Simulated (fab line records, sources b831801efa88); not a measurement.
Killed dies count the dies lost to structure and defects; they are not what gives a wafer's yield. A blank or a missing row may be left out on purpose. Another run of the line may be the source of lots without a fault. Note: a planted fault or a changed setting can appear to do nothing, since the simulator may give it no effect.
Which tool did it?	flow gf180mcu	13 lots with 39 wafers sampled at 6 steps, on a route of 602 steps

## WHAT THE GAUGES READ, wafer by wafer
GF_POLY_GATE_THK_MEAS_17.
lot	measured	on	POLY_GATE_OXIDATION_THK (nm)
L786	day 9 06:54	film_metro-02	4.01 3.89 3.92
L787	day 9 15:43	film_metro-02	4.00 4.05 3.96
L795	day 12 17:55	film_metro-01	4.05 4.04 4.12
L798	day 13 13:28	film_metro-01	3.73 3.86 3.85
L799	day 13 13:28	film_metro-03	3.93 3.94 4.02
L801	day 13 21:23	film_metro-02	3.90 3.87 3.83
L802	day 14 10:58	film_metro-02	4.00 3.97 3.96
L803	day 14 12:13	film_metro-01	4.01 4.08 4.00
L804	day 14 15:47	film_metro-03	3.98 3.96 4.01
L806	day 15 08:16	film_metro-01	3.91 3.92 3.91
L807	day 15 14:55	film_metro-01	3.96 3.97 3.96
L808	day 16 02:47	film_metro-01	4.00 4.04 4.04
L809	day 16 05:32	film_metro-01	3.84 3.91 3.91

GF_HV_LDD_CD_MEAS_46: the cd target is 400 nm.
lot	measured	on	cd_nm (nm)
L786	day 12 06:58	cd_sem-01	403.7 401.9 401.0
L787	day 12 15:49	cd_sem-02	398.7 401.5 400.9
L795	day 16 08:58	cd_sem-01	- - -
L798	day 17 07:27	cd_sem-01	400.4 400.7 399.6
L799	day 17 05:24	cd_sem-02	402.3 401.9 402.8
L801	day 17 15:21	cd_sem-02	402.2 403.9 403.0
L802	day 18 05:51	cd_sem-01	398.6 401.2 401.1
L803	day 18 10:00	cd_sem-01	400.8 399.7 401.9
L804	day 18 10:22	cd_sem-01	397.9 396.5 396.2
L806	day 19 06:19	cd_sem-01	399.8 399.3 398.4
L807	day 19 13:35	cd_sem-02	399.7 399.6 400.5
L808	day 20 03:08	cd_sem-01	400.9 400.2 399.6
L809	day 20 05:10	cd_sem-02	398.9 400.6 398.7

GF_HV_LDD_TW_MEAS_50.
lot	measured	on	HV_LDD_4_TW
L786	day 12 07:22	film_metro-04	577 575 575
L787	day 12 16:13	film_metro-03	567 569 564
L795	day 16 09:22	film_metro-04	30 30 30
L798	day 17 07:51	film_metro-04	571 572 572
L799	day 17 05:47	film_metro-02	568 564 566
L801	day 17 15:45	film_metro-02	566 567 568
L802	day 18 06:14	film_metro-04	575 573 571
L803	day 18 10:23	film_metro-04	576 574 575
L804	day 18 10:44	film_metro-02	571 566 571
L806	day 19 06:43	film_metro-03	563 562 563
L807	day 19 13:58	film_metro-03	565 564 562
L808	day 20 03:31	film_metro-04	575 574 572
L809	day 20 05:33	film_metro-03	566 564 562

GF_M1_CD_MEAS_14: the cd target is 230 nm.
lot	measured	on	cd_nm (nm)
L786	day 17 00:55	cd_sem-01	230.8 230.2 230.0
L787	day 17 11:10	cd_sem-02	228.3 229.4 228.6
L798	day 22 15:29	cd_sem-02	230.3 231.3 230.5
L799	day 22 11:53	cd_sem-01	229.0 228.5 227.4
L801	day 22 22:23	cd_sem-02	230.0 229.0 229.6
L802	day 23 11:07	cd_sem-01	228.7 230.8 230.8
L803	day 23 16:43	cd_sem-01	229.5 229.7 228.8
L804	day 23 17:28	cd_sem-02	229.1 229.8 230.9
L806	day 24 10:50	cd_sem-01	229.4 230.4 230.1
L807	day 24 18:22	cd_sem-01	230.4 229.4 229.8
L808	day 25 05:11	cd_sem-02	230.6 230.9 231.5
L809	day 25 07:11	cd_sem-01	227.0 227.6 229.6

GF_M2_THK_MEAS_06: measures by xrf.
lot	measured	on	M2_ALCU_THK (nm)
L786	day 18 04:05	film_metro-01	464 469 466
L787	day 18 14:14	film_metro-01	454 458 451
L798	day 23 17:10	film_metro-02	460 466 463
L799	day 23 14:22	film_metro-03	469 461 465
L801	day 24 00:20	film_metro-01	452 453 444
L802	day 24 13:21	film_metro-03	467 468 470
L803	day 24 18:14	film_metro-02	464 455 455
L804	day 24 19:37	film_metro-01	460 458 459
L806	day 25 12:04	film_metro-01	463 462 465
L807	day 25 19:43	film_metro-03	466 463 462
L808	day 26 05:48	film_metro-02	453 451 456
L809	day 26 07:47	film_metro-02	462 463 476

## TOOL THAT RAN EACH LOT (tool first, then ch and the chambers of the sampled wafers, then the start)
lot	GF_HV_LDD_EXPOSE_43
L786	iline_stepper-01 ch 0, day 11 22:01
L787	iline_stepper-02 ch 0, day 12 07:09
L795	iline_stepper-02 ch 0, day 15 21:55
L798	iline_stepper-01 ch 0, day 16 19:49
L799	iline_stepper-02 ch 0, day 16 17:46
L801	iline_stepper-02 ch 0, day 17 03:48
L802	iline_stepper-02 ch 0, day 17 18:22
L803	iline_stepper-02 ch 0, day 17 21:59
L804	iline_stepper-02 ch 0, day 17 22:37
L806	iline_stepper-02 ch 0, day 18 17:55
L807	iline_stepper-02 ch 0, day 19 01:40
L808	iline_stepper-01 ch 0, day 19 15:07
L809	iline_stepper-01 ch 0, day 19 17:21
- GF_HV_LDD_EXPOSE_43: exposes mask Pplus HV AREA, target cd 400 nm.

## AS READ BY THE TOOLS THEMSELVES (means over the sampled wafers that have a number; for cases with no such wafer, the mark the record gives instead)
GF_HV_LDD_EXPOSE_43.
lot	tool	reticle_temp_C (C)
L786	iline_stepper-01	23.03
L787	iline_stepper-02	22.90
L795	iline_stepper-02	22.87
L798	iline_stepper-01	22.98
L799	iline_stepper-02	22.91
L801	iline_stepper-02	23.02
L802	iline_stepper-02	22.83
L803	iline_stepper-02	23.06
L804	iline_stepper-02	23.11
L806	iline_stepper-02	22.86
L807	iline_stepper-02	22.93
L808	iline_stepper-01	23.01
L809	iline_stepper-01	23.05

## THE ANSWER, worked out from the rows above alone
Rule: the lots themselves supply what counts as usual. Put in order of their means at a reading, lots are off if they are a third of the lots or fewer, leave a main group of 4 or more, and stand apart from it by a gap of 3 or more times the standard deviation of the main group's means; of several such gaps the widest counts. Not used: any main group whose means are identical at the precision the tables above print for the reading. Also off: a lot with no number at a reading for which 4 or more lots have one. Any other lot the step has rows for is counted as sound. First the gauges in route order, then the tools' own readings, where a lot's mean is used as printed above. At the first step where some lot is off, the reading lying furthest off is the one used; lots without a number count as furthest.
Off: L795 (GF_HV_LDD_CD_MEAS_46, cd_nm). Without a number there: L795. Main group: mean 400.4 nm, sd 1.6.
A tool fits if, at a process step before that reading, it ran every lot that is off, and no sound lot after the first of them. Not tried: the gauges at GF_HV_LDD_CD_MEAS_46; whatever is off there is also off at GF_HV_LDD_TW_MEAS_50, on other tools, and gauge error can't account for it. Not one of the candidates tried fits.

## WHAT THE SIMULATOR HAD INSERTED
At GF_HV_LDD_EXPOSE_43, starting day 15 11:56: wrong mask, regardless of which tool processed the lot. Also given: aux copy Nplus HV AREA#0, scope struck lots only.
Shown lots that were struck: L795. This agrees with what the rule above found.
